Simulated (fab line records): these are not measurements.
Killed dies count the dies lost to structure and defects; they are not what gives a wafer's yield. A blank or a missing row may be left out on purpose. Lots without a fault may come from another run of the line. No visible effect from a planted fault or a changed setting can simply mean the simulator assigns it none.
A single fault, viewed from 2 desks | flow gf180mcu | each desk holds nothing but its own numbers, with what lay behind them at the end

== THE TOOL OWNER'S DESK: rie_si-01 ==
The tool's own readings at GF_POLY_GATE_ETCH_13 (etches poly-Si in HBr/Cl2, stops on SiO2, target depth 198.5 nm, time 69.6 s): means of the sampled wafers that have a number, for each lot that ran on this tool. Marked OUT: a lot whose mean sits more than 4 standard deviations from the usual mean, which makes it out of limits; the brackets give that distance.
Columns: A = HBr_flow_sccm at GF_POLY_GATE_ETCH_13, usual 150.0 sccm; B = chamber_pressure_mTorr at GF_POLY_GATE_ETCH_13, usual 10.000 mTorr; C = drypump_motor_current_A at GF_POLY_GATE_ETCH_13, usual 5.9 A; D = he_backside_leak_sccm at GF_POLY_GATE_ETCH_13, usual 2.8 sccm; E = oes_product_au at GF_POLY_GATE_ETCH_13, usual 0.989 a.u.; F = rf_fwd_power_W at GF_POLY_GATE_ETCH_13, usual 396.8 W; G = throttle_valve_pct at GF_POLY_GATE_ETCH_13, usual 33.686 %
lot  | first seen here | A     | B      | C   | D   | E     | F               | G
L197 | day 10 16:26    | 150.4 | 9.998  | 6.0 | 2.7 | 0.993 | 397.8           | 33.675
L198 | day 11 01:32    | 150.1 | 9.994  | 6.3 | 3.1 | 0.991 | 396.7           | 33.692
L200 | day 11 18:13    | 150.4 | 10.002 | 6.2 | 2.8 | 0.981 | 397.3           | 33.684
L203 | day 12 12:19    | 150.1 | 9.999  | 6.4 | 2.8 | 1.009 | 459.9 (+53) OUT | 33.688
L204 | day 12 17:44    | 149.7 | 9.993  | 6.1 | 2.6 | 1.005 | 460.0 (+53) OUT | 33.695
L214 | day 16 00:14    | 149.8 | 10.004 | 6.1 | 2.7 | 0.987 | 396.7           | 33.679
This desk's verdict: out of limits on L203, L204, starting with L203 at day 12 12:19 (rf_fwd_power_W at GF_POLY_GATE_ETCH_13). Within limits: L197, L198, L200, L214.

== AT THE METROLOGY DESK ==
What the gauges read, lot by lot, whatever tool the lot ran on: means of the sampled wafers that have a number. Marked OUT: a lot whose mean sits more than 4 standard deviations from the usual mean, which makes it out of limits; the brackets give that distance.
Columns: A = cd_nm at GF_M1_CD_MEAS_14, usual 229.9 nm
lot  | first seen here | A
L192 | day 16 19:22    | 231.0
L193 | day 17 04:55    | 230.1
L195 | day 18 02:25    | 229.7
L197 | day 19 00:50    | 231.1
L198 | day 19 12:07    | 229.9
L199 | day 19 17:47    | 229.2
L200 | day 20 07:22    | 229.9
L203 | day 21 07:23    | 229.6
L204 | day 21 15:19    | 229.0
L212 | day 24 07:13    | 230.3
L213 | day 24 17:40    | 230.0
L214 | day 25 06:41    | 229.2
L215 | day 25 07:21    | 231.0
This desk's finding: nothing out of limits on any of the 13 lots.

== BROUGHT TOGETHER ==
An alarm could have come from the tool owner's desk at day 12 12:19, on L203, L204.
The metrology desk saw nothing out of limits.
The metrology desk has L203, L204 on record, within its limits.
All the named lots went through GF_POLY_GATE_ETCH_13 on rie_si-01.

== WHAT HAD BEEN PUT IN BY THE SIMULATOR ==
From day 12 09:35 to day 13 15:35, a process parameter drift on rie_si-01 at GF_POLY_GATE_ETCH_13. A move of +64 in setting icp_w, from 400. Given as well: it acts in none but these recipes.
Lots struck among those shown: L203, L204.
Each desk's first reading out of limits, in hours after the fault started: the tool owner's desk, 3.
